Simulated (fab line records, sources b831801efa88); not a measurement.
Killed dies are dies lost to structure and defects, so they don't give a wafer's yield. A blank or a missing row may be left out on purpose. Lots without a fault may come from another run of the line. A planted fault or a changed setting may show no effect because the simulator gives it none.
A struck lot beside a sound one | flow sky130 | 43 steps out of a route of 708
Sound: wafers L583.1, L583.4, L583.6. Struck: wafers L600.3, L600.4, L600.5. The cause comes at the end.
At each step with rows: each side's tool, then ch and its chambers, then its first start. Under that, the readings that differ: sound wafers | struck wafers | difference of the means | sigmas: that difference in standard deviations of wafers without a fault.
alike: readings whose means differ by less than 2 such deviations, and words and numbers that are the same on both sides. not compared: withheld readings, readings that some wafer has no value for, bounds like >300 that may hide the same value, and numbers for which the record gives no deviation and whose values overlap.
The two part at a step that has a row with sigmas, a row that says differs or no value, or rows on one side only. Numbers that don't overlap but have no deviation are shown without sigmas and don't part them. A reading that every wafer of one side lacks parts them only if that side has two wafers or more.

first, 4 steps without rows for these wafers: SKY_FIELD_ISO_SOFTBAKE_09 (time 90 s); SKY_FIELD_ISO_EXPOSE_10 (exposes mask FOM, target cd 150 nm); SKY_FIELD_ISO_PEB_11; SKY_FIELD_ISO_DEVELOP_12 (develop time 60 s).
SKY_FIELD_ISO_CD_MEAS_13: target cd 150 nm.
  sound on cd_sem-01, day 2 05:01; struck on cd_sem-02, day 5 22:13
  alike: cd_nm
SKY_FIELD_ISO_ETCH_14: etches BARC in N2/H2, stops on SiO2, time 45.9 s, target depth 60 nm.
  sound on rie_diel-01 ch 0,1,2, day 2 05:08; struck on rie_diel-03 ch 1,2, day 5 22:17
  alike: drypump_motor_current_A, oes_product_au, throttle_valve_pct
  not compared: rf_hours_counter_h
then, 1 step without rows for these wafers: SKY_FIELD_ISO_ETCH_15 (etches the open film in CHF3/O2, stops on Si, target depth 180 nm, time 72 s).
SKY_FIELD_ISO_STRIP_16: strips in O2/N2.
  sound on plasma_asher-03 ch 0,1, day 2 05:14; struck on plasma_asher-03 ch 0,1, day 5 22:26
  alike: drypump_motor_current_A, oes_product_au, strip_time_to_endpoint_s
  not compared: rf_hours_counter_h
SKY_FIELD_ISO_ETCH_17: etches Si in HBr/Cl2/O2, target depth 342 nm, time 97.7 s.
  sound on rie_si-02 ch 0,2,3, day 2 05:20; struck on rie_si-02 ch 0,2,3, day 5 22:29
  alike: drypump_motor_current_A, oes_product_au, throttle_valve_pct
  not compared: rf_hours_counter_h
then, 3 steps without rows for these wafers: SKY_FIELD_ISO_WET_ETCH_18 (etches Si3N4 in H3PO4, target depth 25 nm, time 286 s); SKY_FIELD_ISO_CLEAN_19 (cleans in SC1/SC2, time 150 s); SKY_FIELD_ISO_CLEAN_20 (cleans in dHF, time 20 s).
SKY_FIELD_ISO_WET_ETCH_21: etches SiO2 in dHF, target depth 20 nm, time 400 s.
  sound on wet_bench-03 ch 2, day 2 05:34; struck on wet_bench-04 ch 3, day 5 22:43
  alike: temp_c
then, 1 step without rows for these wafers: SKY_FIELD_ISO_OXIDATION_22 (stabilise 600 s, purge 300 s, target thk 10 nm).
SKY_FIELD_ISO_THK_MEAS_23:
  sound on film_metro-03, day 2 07:30; struck on film_metro-02, day 6 00:45
  alike: FIELD_ISO_OXIDATION_01_THK
then, 1 step without rows for these wafers: SKY_FIELD_ISO_CVD_24 (deposits SiO2, target thk 595 nm, time 99.2 s).
SKY_FIELD_ISO_THK_MEAS_25:
  sound on film_metro-04, day 2 07:38; struck on film_metro-03, day 6 00:53
  alike: FIELD_ISO_CVD_24_THK
then, 1 step without rows for these wafers: SKY_FIELD_ISO_ANNEAL_26 (time 1800 s).
SKY_FIELD_ISO_CMP_27: polishes, stops on Si3N4, t overpolish 16 s, target thk 457.8 nm.
  sound on cmp-01 ch 0,1,3, day 2 09:53; struck on cmp-02 ch 1,2, day 6 03:44
  alike: head_pressure_psi, motor_current_A, overpolish_run_s, platen_rpm, time_to_endpoint_s
then, 5 steps without rows for these wafers: SKY_FIELD_ISO_WET_ETCH_28 (etches SiO2 in dHF, target depth 23.7 nm, time 47 s); SKY_FIELD_ISO_WET_ETCH_29 (etches Si3N4 in H3PO4, target depth 160 nm, time 1825 s); SKY_FIELD_ISO_WET_ETCH_30 (etches SiO2 in dHF, target depth 25 nm, time 50 s); SKY_NWELL_CLEAN_00 (cleans in SC1/SC2, time 150 s); SKY_NWELL_OXIDATION_01 (stabilise 600 s, purge 300 s, target thk 10 nm).
SKY_NWELL_THK_MEAS_02:
  sound on film_metro-02, day 2 13:48; struck on film_metro-02, day 6 06:40
  alike: NWELL_OXIDATION_THK
then, 8 steps without rows for these wafers: SKY_DNWELL_DEHYDRATE_00 (time 60 s); SKY_DNWELL_HMDS_01 (prime time 60 s); SKY_DNWELL_COAT_02 (resist thk 3000 nm); SKY_DNWELL_SOFTBAKE_03; SKY_DNWELL_EXPOSE_04 (exposes mask DNM, target cd 3000 nm); SKY_DNWELL_PEB_05; SKY_DNWELL_DEVELOP_06 (develop time 60 s); SKY_DNWELL_IMPLANT_07.
SKY_DNWELL_STRIP_08: strips in O2/N2.
  sound on plasma_asher-04 ch 1, day 3 03:34; struck on plasma_asher-02 ch 0,1, day 7 01:40
  reading                      | sound             | struck            | difference | sigmas
  strip_time_to_endpoint_s (s) | 36.68 36.81 36.68 | 37.04 37.00 36.97 | +0.28      | +3
  alike: drypump_motor_current_A, oes_product_au
  not compared: rf_hours_counter_h
SKY_DNWELL_TW_MEAS_09:
  sound on film_metro-02, day 3 03:40; struck on film_metro-02, day 7 01:46
  alike: DNWELL_TW
then, 7 steps without rows for these wafers: SKY_PWDE_DEHYDRATE_00 (time 60 s); SKY_PWDE_HMDS_01 (prime time 60 s); SKY_PWDE_COAT_02 (resist thk 3000 nm); SKY_PWDE_SOFTBAKE_03; SKY_PWDE_EXPOSE_04 (exposes mask PWDEM, target cd 840 nm); SKY_PWDE_PEB_05; SKY_PWDE_DEVELOP_06 (develop time 60 s).
-- the record jumps here: 43 days lie between the struck wafers' starts before and after (it left off in module PWDE and takes up again in module PAD_OPEN, whose first step shown is number 708 of the route) --
SKY_PAD_OPEN_PROBE_99:
  sound on prober-02, day 45 15:37; struck on prober-02, day 50 05:20
  reading             | sound     | struck      | difference | sigmas
  killed_at_front_end | 12 22 18  | 61 58 75    | +47        | +11
  killed_dies         | 93 88 103 | 139 122 114 | +30        | +3
  killed_short        | 52 40 49  | 35 35 25    | -15        | -3
  alike: killed_at_M0_to_M3, killed_at_M4_up, killed_at_contacts, killed_at_other, killed_open

WHERE THEY PART
First at SKY_DNWELL_STRIP_08; last, within this record, at SKY_PAD_OPEN_PROBE_99.

WHY: what the simulator had put in
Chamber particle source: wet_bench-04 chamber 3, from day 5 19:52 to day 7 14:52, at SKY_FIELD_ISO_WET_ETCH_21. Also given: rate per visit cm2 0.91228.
